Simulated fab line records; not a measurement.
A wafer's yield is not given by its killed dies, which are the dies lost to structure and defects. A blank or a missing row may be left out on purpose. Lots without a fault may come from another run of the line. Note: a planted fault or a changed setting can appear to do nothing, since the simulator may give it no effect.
A sampling plan put to the test    flow sky130    each of the 7 faults these records tell of, on one fab line, judged from the records of the lots it struck
The line's own looks make up the plan; these are the steps of the route where a gauge or inspection reads the wafer and leaves it unchanged. A look can be judged if struck wafers have a number there and the file gives its usual mean and standard deviation on fault-free wafers. Caught: the struck wafers' mean, at a look after the fault's first step, is 4 or more of those standard deviations (sigma) away from the usual mean. On the tool: the identical test, applied to the tool's own readings at the steps of the fault. Caught also covers a different recipe on the struck wafers, or a record left blank for those wafers only.

== THE FAULTS, as the simulator had put them in ==
1. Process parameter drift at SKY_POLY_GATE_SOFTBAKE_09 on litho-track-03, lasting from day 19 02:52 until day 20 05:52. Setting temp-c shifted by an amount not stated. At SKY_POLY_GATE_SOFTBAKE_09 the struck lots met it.
2. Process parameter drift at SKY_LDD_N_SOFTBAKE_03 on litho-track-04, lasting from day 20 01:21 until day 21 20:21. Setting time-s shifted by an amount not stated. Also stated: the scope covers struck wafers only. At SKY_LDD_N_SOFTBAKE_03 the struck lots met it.
3. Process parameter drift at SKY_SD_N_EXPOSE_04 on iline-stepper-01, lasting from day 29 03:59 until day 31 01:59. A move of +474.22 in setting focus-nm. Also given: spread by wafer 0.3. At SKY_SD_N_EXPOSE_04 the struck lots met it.
4. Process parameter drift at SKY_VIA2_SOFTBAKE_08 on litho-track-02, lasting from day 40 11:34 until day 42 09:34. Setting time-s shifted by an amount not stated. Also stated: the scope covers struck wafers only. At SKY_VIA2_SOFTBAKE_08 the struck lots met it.
5. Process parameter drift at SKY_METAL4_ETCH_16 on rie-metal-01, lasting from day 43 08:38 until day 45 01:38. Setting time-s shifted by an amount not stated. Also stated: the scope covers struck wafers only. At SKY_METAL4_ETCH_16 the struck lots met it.
6. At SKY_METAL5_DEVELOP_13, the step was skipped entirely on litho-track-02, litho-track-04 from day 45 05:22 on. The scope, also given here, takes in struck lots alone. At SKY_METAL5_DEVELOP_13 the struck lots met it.
7. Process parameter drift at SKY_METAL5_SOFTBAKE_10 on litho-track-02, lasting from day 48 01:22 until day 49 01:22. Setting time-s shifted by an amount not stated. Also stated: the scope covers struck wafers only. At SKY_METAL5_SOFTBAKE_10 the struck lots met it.

== WHAT THE PLAN SAW ==
fault  on the tool itself                                first look that catches it                    reading, sigma  median hours from its first step to that look  hours from the fault's start to the first struck lot there  judged looks passed uncaught
1      plate-temp-C -22 sigma                            no look after it can be judged                -               -                                              -                                                           0
2      run-length-s +14 sigma                            no look after it can be judged                -               -                                              -                                                           0
3      exposure-dose-mJ-cm2 +4.8 sigma                   no look after it can be judged                -               -                                              -                                                           0
4      run-length-s -99 or beyond sigma                  not the one look that can be judged after it  -               -                                              -                                                           1
5      run-length-s -14 sigma                            no look after it can be judged                -               -                                              -                                                           0
6      the tool's record is blank for the struck wafers  no look after it can be judged                -               -                                              -                                                           0
7      run-length-s -38 sigma                            no look after it can be judged                -               -                                              -                                                           0
Dash: fault not caught, or number not given in these records.

Caught at a look: 0 of 7. Caught on the tool: 7 of 7. By one or the other: 7 of 7.
Faults 1, 2, 3, 4, 5, 6, 7 were caught on the tool alone.
